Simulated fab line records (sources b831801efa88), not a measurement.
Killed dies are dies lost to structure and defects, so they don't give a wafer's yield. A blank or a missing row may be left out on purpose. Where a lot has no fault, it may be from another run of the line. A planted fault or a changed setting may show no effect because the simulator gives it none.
Which tool is to blame? :: flow sky130 :: 6 lots, 18 wafers sampled, at 2 steps of a route of 708

== WHAT THE GAUGES READ, wafer by wafer ==
SKY_NWELL_RS_MEAS_29: measurement is done with a four-point probe.
lot: L631
measured: day 5 23:26
on: film_metro-01
NWELL_RS (ohm/sq): 624.8 624.8 624.7

lot: L637
measured: day 7 17:57
on: film_metro-04
NWELL_RS (ohm/sq): 627.8 627.4 626.0

lot: L639
measured: day 8 02:43
on: film_metro-03
NWELL_RS (ohm/sq): 626.4 624.4 626.4

lot: L645
measured: day 9 14:04
on: film_metro-03
NWELL_RS (ohm/sq): 624.5 625.6 624.8

lot: L647
measured: day 10 01:47
on: film_metro-04
NWELL_RS (ohm/sq): 623.0 625.3 623.8

lot: L651
measured: day 10 22:25
on: film_metro-03
NWELL_RS (ohm/sq): 624.3 623.4 623.3

== TOOL THAT RAN EACH LOT (tool first, then ch and the chambers of the sampled wafers, then the start) ==
lot: L631
SKY_FIELD_ISO_CMP_27: cmp-02 ch 1,2,3, day 3 00:45

lot: L637
SKY_FIELD_ISO_CMP_27: cmp-01 ch 1,2,3, day 4 11:26

lot: L639
SKY_FIELD_ISO_CMP_27: cmp-01 ch 0,1,2, day 4 18:25

lot: L645
SKY_FIELD_ISO_CMP_27: cmp-01 ch 0,2, day 6 01:05

lot: L647
SKY_FIELD_ISO_CMP_27: cmp-02 ch 1,2,3, day 6 12:54

lot: L651
SKY_FIELD_ISO_CMP_27: cmp-02 ch 2,3, day 7 06:13
- SKY_FIELD_ISO_CMP_27: polishes, stops on Si3N4, t overpolish 16 s, target thk 457.8 nm.

== THE ANSWER, worked out from the rows above alone ==
Rule: what is usual is taken from the lots themselves. The widest of any qualifying gaps counts: lots, ordered by their means at a reading, are off when they make up no more than a third of the lots, leave a main group of 4 or more, and stand apart from it by 3 or more times the standard deviation of that group's means. Not used: any main group whose means are identical at the precision the tables above print for the reading. Also off: a lot with no number at a reading for which 4 or more lots have one. The other lots that the step has rows for count as sound.
None of the lots is off at any reading shown; this tells nothing.

== WHAT THE SIMULATOR HAD INSERTED ==
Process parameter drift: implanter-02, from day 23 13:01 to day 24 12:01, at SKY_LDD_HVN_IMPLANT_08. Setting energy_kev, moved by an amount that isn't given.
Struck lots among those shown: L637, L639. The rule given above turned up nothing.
